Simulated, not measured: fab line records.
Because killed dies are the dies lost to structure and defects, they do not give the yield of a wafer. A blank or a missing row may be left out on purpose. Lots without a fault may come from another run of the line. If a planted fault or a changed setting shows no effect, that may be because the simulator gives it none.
Which tool was responsible? | flow sky130 | 42 wafers from 14 lots sampled at 2 of the route's 708 steps

## WHAT THE GAUGES SHOWED, per wafer
SKY_VT_ADJUST_HVTP_TW_MEAS_11. Usual: VT_ADJUST_HVTP_TW typically reads 1368, with standard deviation 11.
lot  | measured     | on           | VT_ADJUST_HVTP_TW             | flag
L954 | day 6 00:25  | filmMetro-02 | 1364 1367 1364                | 
L955 | day 6 06:30  | filmMetro-04 | 1389 1386 1389                | 
L956 | day 6 10:39  | filmMetro-02 | 1353 1357 1353                | 
L957 | day 6 19:43  | filmMetro-02 | 1360 1362 1357                | 
L958 | day 7 02:04  | filmMetro-03 | 1364 1359 1365                | 
L961 | day 7 18:44  | filmMetro-04 | 1212 1376 1378 1217 1377 1376 | OFF
L962 | day 7 23:45  | filmMetro-04 | 1219 1222 1383 1216 1219 1380 | OFF
L967 | day 9 05:16  | filmMetro-03 | 1367 1365 1361                | 
L970 | day 10 01:38 | filmMetro-03 | 1359 1362 1357                | 
L971 | day 10 06:27 | filmMetro-03 | 1368 1360 1362                | 
L972 | day 10 11:14 | filmMetro-03 | 1349 1365 1359                | 
L974 | day 11 04:13 | filmMetro-03 | 1362 1361 1359                | 
L975 | day 11 08:25 | filmMetro-04 | 1381 1377 1383                | 
L976 | day 11 14:09 | filmMetro-04 | 1378 1369 1370                | 

## WHAT TOOL EACH LOT RAN ON (gives the tool, then ch and the chambers of the sampled wafers, and finally the start)
lot  | SKY_VT_ADJUST_HVTP_IMPLANT_09
L954 | implanter-02 ch 0, day 6 00:12
L955 | implanter-01 ch 0, day 6 06:15
L956 | implanter-03 ch 0, day 6 10:24
L957 | implanter-02 ch 0, day 6 19:28
L958 | implanter-03 ch 0, day 7 01:49
L961 | implanter-03 ch 0, day 7 18:30
L962 | implanter-03 ch 0, day 7 23:31
L967 | implanter-02 ch 0, day 9 05:02
L970 | implanter-01 ch 0, day 10 01:23
L971 | implanter-01 ch 0, day 10 06:12
L972 | implanter-02 ch 0, day 10 10:59
L974 | implanter-02 ch 0, day 11 03:59
L975 | implanter-03 ch 0, day 11 08:10
L976 | implanter-02 ch 0, day 11 13:54
- SKY_VT_ADJUST_HVTP_IMPLANT_09

## WHAT THE TOOLS THEMSELVES READ (means of the sampled wafers that have a number; where no wafer has one, the mark that the record gives instead)
The record holds no such reading with a usual standard deviation.

## THE ANSWER, worked out from the rows above alone
Rule: a lot is off if the mean of its wafers that have a number lies more than 3 standard deviations from the usual mean. A lot without any number at a reading at which 4 lots or more have one is off too. Where the step has rows for the other lots, those lots are counted as sound. First the gauges in route order, then the tools' own readings, where a lot's mean is used as printed above. At the first step where some lot is off, the reading lying furthest off is the one used; lots without a number count as furthest.
Off: L961, L962, seen at SKY_VT_ADJUST_HVTP_TW_MEAS_11 (VT_ADJUST_HVTP_TW).
If a tool, at a process step before that reading, ran all the lots that are off and no sound lot after the first of them, it fits. Gauges at SKY_VT_ADJUST_HVTP_TW_MEAS_11: tried the same way as those tools. No candidate that was tried fits.

## WHAT THE SIMULATOR HAD INSERTED
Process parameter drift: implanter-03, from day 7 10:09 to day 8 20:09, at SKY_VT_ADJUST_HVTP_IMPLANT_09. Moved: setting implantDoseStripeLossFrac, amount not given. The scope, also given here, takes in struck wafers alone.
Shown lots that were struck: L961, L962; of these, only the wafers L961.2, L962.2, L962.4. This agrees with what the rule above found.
